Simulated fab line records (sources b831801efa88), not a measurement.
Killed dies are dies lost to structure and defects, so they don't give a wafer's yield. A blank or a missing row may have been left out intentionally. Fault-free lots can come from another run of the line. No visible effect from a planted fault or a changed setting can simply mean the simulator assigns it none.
Chamber matching	flow gf180mcu	GF_V2_CVD_02 on pecvd-04: 3 sister chambers
The step deposits SiO2 from TEOS, target thk 850 nm, time 94.851 s. 6 wafers are shown with their chamber, then 11 later ones without.

== WAFERS, EACH WITH ITS CHAMBER ==
wafer	chamber	heaterPowerW (W)
L086.2	2	635
L088.5	0	725
L090.2	1	692
L090.4	0	680
L090.5	1	734
L091.3	2	655

== WAFERS WHOSE CHAMBER IS MISSING ==
wafer	heaterPowerW (W)
L091.4	764
L091.6	675
L096.1	739
L096.2	713
L096.3	592
L096.4	744
L096.5	770
L096.6	645
L097.1	683
L097.5	530
L097.6	717

== WHICH CHAMBER EACH WENT THROUGH ==
wafer	from the rows above	in truth
L091.4	can't be placed: 1 or 0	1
L091.6	can't be placed: 0 or 2 or 1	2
L096.1	can't be placed: 1 or 0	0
L096.2	can't be placed: 1 or 0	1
L096.3	2	2
L096.4	can't be placed: 1 or 0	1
L096.5	can't be placed: 1 or 0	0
L096.6	2	2
L097.1	can't be placed: 0 or 1 or 2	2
L097.5	2	2
L097.6	can't be placed: 1 or 0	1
3 of 11 placed correctly. Unplaceable from these rows: 8, with the true chamber sitting among the candidates in 8. 0 placed wrongly.
How it was worked out, from the rows above alone: a wafer's distance from a chamber is the root of the sum, over the readings, of the square of ((its reading less the chamber's mean) divided by the reading's scatter). If the next closest chamber is less than 2 further off than the closest, the wafer can't be placed; otherwise it belongs to the closest. Each chamber's mean is taken over the wafers shown for it. The scatter: take each reading less its chamber's mean, square it, sum over the shown wafers, divide by the number of wafers less the number of chambers, and take the root.
